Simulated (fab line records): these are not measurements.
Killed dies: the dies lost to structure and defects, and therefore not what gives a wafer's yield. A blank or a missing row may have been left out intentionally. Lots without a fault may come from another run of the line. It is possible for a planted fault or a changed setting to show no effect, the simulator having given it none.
Matching of chambers / flow sky130 / 4 sister chambers for SKY_FIELD_ISO_ETCH_17 on rie_si-02
The step etches Si in HBr/Cl2/O2, target depth 342 nm, time 97.7 s. 18 wafers are shown with their chamber, then 9 later ones without.

== EACH WAFER AND ITS CHAMBER ==
wafer=L905.2; chamber=3; drypump_motor_current_A (A)=5.4; oes_product_au (a.u.)=1.002; throttle_valve_pct (%)=25.653
wafer=L905.3; chamber=0; drypump_motor_current_A (A)=5.8; oes_product_au (a.u.)=1.014; throttle_valve_pct (%)=25.675
wafer=L905.6; chamber=0; drypump_motor_current_A (A)=5.8; oes_product_au (a.u.)=1.015; throttle_valve_pct (%)=25.653
wafer=L906.1; chamber=0; drypump_motor_current_A (A)=5.8; oes_product_au (a.u.)=1.005; throttle_valve_pct (%)=25.639
wafer=L906.5; chamber=1; drypump_motor_current_A (A)=6.0; oes_product_au (a.u.)=1.007; throttle_valve_pct (%)=25.660
wafer=L906.6; chamber=0; drypump_motor_current_A (A)=5.8; oes_product_au (a.u.)=1.013; throttle_valve_pct (%)=25.656
wafer=L909.3; chamber=0; drypump_motor_current_A (A)=5.8; oes_product_au (a.u.)=1.010; throttle_valve_pct (%)=25.639
wafer=L909.5; chamber=0; drypump_motor_current_A (A)=5.8; oes_product_au (a.u.)=1.018; throttle_valve_pct (%)=25.645
wafer=L909.6; chamber=3; drypump_motor_current_A (A)=5.4; oes_product_au (a.u.)=1.012; throttle_valve_pct (%)=25.661
wafer=L910.1; chamber=2; drypump_motor_current_A (A)=4.9; oes_product_au (a.u.)=0.994; throttle_valve_pct (%)=25.671
wafer=L910.4; chamber=0; drypump_motor_current_A (A)=5.8; oes_product_au (a.u.)=1.004; throttle_valve_pct (%)=25.662
wafer=L910.5; chamber=1; drypump_motor_current_A (A)=6.0; oes_product_au (a.u.)=0.998; throttle_valve_pct (%)=25.657
wafer=L914.2; chamber=1; drypump_motor_current_A (A)=6.0; oes_product_au (a.u.)=0.991; throttle_valve_pct (%)=25.667
wafer=L914.5; chamber=1; drypump_motor_current_A (A)=6.0; oes_product_au (a.u.)=1.003; throttle_valve_pct (%)=25.662
wafer=L914.6; chamber=2; drypump_motor_current_A (A)=4.8; oes_product_au (a.u.)=0.993; throttle_valve_pct (%)=25.664
wafer=L920.2; chamber=0; drypump_motor_current_A (A)=5.8; oes_product_au (a.u.)=0.998; throttle_valve_pct (%)=25.661
wafer=L920.3; chamber=2; drypump_motor_current_A (A)=4.8; oes_product_au (a.u.)=1.010; throttle_valve_pct (%)=25.649
wafer=L920.5; chamber=2; drypump_motor_current_A (A)=4.8; oes_product_au (a.u.)=1.007; throttle_valve_pct (%)=25.658

SIGNATURES (averages over the wafers above)
reading=drypump_motor_current_A; chamber 0=5.800; chamber 1=6.000; chamber 2=4.825; chamber 3=5.400; scatter within a chamber=0.0231
reading=oes_product_au; chamber 0=1.00962; chamber 1=0.99975; chamber 2=1.00100; chamber 3=1.00700; scatter within a chamber=0.00727
reading=throttle_valve_pct; chamber 0=25.65375; chamber 1=25.66150; chamber 2=25.66050; chamber 3=25.65700; scatter within a chamber=0.0101
Rule: for a wafer and a chamber, the distance is found by dividing, reading by reading, the gap between the wafer's reading and the chamber's mean by the reading's scatter, squaring, summing and taking the root. The wafer belongs to the nearest chamber; if the next one is less than 2 further off, it can't be placed. How the scatter is found: for the shown wafers, subtract from each reading the mean of its chamber, square and add these, divide the total by (wafers less chambers), then take the root.

== WAFERS WITHOUT THEIR CHAMBER ==
wafer=L922.2; drypump_motor_current_A (A)=6.0; oes_product_au (a.u.)=1.000; throttle_valve_pct (%)=25.660
wafer=L922.4; drypump_motor_current_A (A)=5.8; oes_product_au (a.u.)=0.999; throttle_valve_pct (%)=25.656
wafer=L922.6; drypump_motor_current_A (A)=5.3; oes_product_au (a.u.)=1.009; throttle_valve_pct (%)=25.646
wafer=L923.3; drypump_motor_current_A (A)=4.8; oes_product_au (a.u.)=1.003; throttle_valve_pct (%)=25.660
wafer=L923.4; drypump_motor_current_A (A)=6.0; oes_product_au (a.u.)=0.986; throttle_valve_pct (%)=25.652
wafer=L923.5; drypump_motor_current_A (A)=5.4; oes_product_au (a.u.)=1.018; throttle_valve_pct (%)=25.636
wafer=L924.2; drypump_motor_current_A (A)=5.8; oes_product_au (a.u.)=1.000; throttle_valve_pct (%)=25.652
wafer=L924.4; drypump_motor_current_A (A)=5.4; oes_product_au (a.u.)=1.007; throttle_valve_pct (%)=25.628
wafer=L924.5; drypump_motor_current_A (A)=5.4; oes_product_au (a.u.)=1.012; throttle_valve_pct (%)=25.650

== WHICH CHAMBER EACH ONE RAN IN ==
wafer=L922.2; from the rows above=1; in truth=1
wafer=L922.4; from the rows above=0; in truth=0
wafer=L922.6; from the rows above=3; in truth=3
wafer=L923.3; from the rows above=2; in truth=2
wafer=L923.4; from the rows above=1; in truth=1
wafer=L923.5; from the rows above=3; in truth=3
wafer=L924.2; from the rows above=0; in truth=0
wafer=L924.4; from the rows above=3; in truth=3
wafer=L924.5; from the rows above=3; in truth=3
Correctly placed: 9 of 9. Left unplaced by these rows: 0. Placed wrongly: 0.
